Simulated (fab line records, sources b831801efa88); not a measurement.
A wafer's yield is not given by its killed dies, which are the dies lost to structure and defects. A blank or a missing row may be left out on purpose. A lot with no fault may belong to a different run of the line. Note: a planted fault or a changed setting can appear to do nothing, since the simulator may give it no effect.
Chamber matching + flow sfq-line + 4 sister chambers for SFQ_TRILAYER_I5_BARC_OPEN_VIA_ETCH_200 on rie-diel-03
The step etches BARC in O2, target depth 125 nm, time 41.7 s. 4 wafers are shown with their chamber, then 8 later ones without.

== EACH WAFER AND ITS CHAMBER ==
| wafer  | chamber | drypump-motor-current-A (A) |
|--------|---------|-----------------------------|
| L906.3 | 1       | 6.5                         |
| L907.2 | 0       | 5.7                         |
| L907.6 | 3       | 4.8                         |
| L909.1 | 2       | 5.8                         |

== WAFERS MISSING THEIR CHAMBER ==
| wafer  | drypump-motor-current-A (A) |
|--------|-----------------------------|
| L909.3 | 6.6                         |
| L909.4 | 5.7                         |
| L911.1 | 4.8                         |
| L911.3 | 5.8                         |
| L911.5 | 4.8                         |
| L915.3 | 5.7                         |
| L915.4 | 4.8                         |
| L915.6 | 5.7                         |

== CHAMBER TAKEN BY EACH ==
| wafer  | from the rows above | in truth                   |
|--------|---------------------|----------------------------|
| L909.3 | 1                   | 1                          |
| L909.4 | 0                   | 0                          |
| L911.1 | 3                   | 3                          |
| L911.3 | 2                   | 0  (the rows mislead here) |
| L911.5 | 3                   | 3                          |
| L915.3 | 0                   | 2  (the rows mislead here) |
| L915.4 | 3                   | 3                          |
| L915.6 | 0                   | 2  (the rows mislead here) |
5 of 8 placed correctly. Number that these rows cannot place: 0. Placed wrongly: 3.
How it was worked out, from the rows above alone: a wafer's distance from a chamber is the root of the sum, over the readings, of the square of ((its reading less the chamber's mean) divided by the reading's scatter). The wafer belongs to the nearest chamber; if the next one is less than 2 further off, it can't be placed. The mean given for a chamber averages the wafers shown for that chamber. The scatter: with one shown wafer a chamber, the root of the mean of the squares of how far each hidden wafer lies from its nearest shown one.
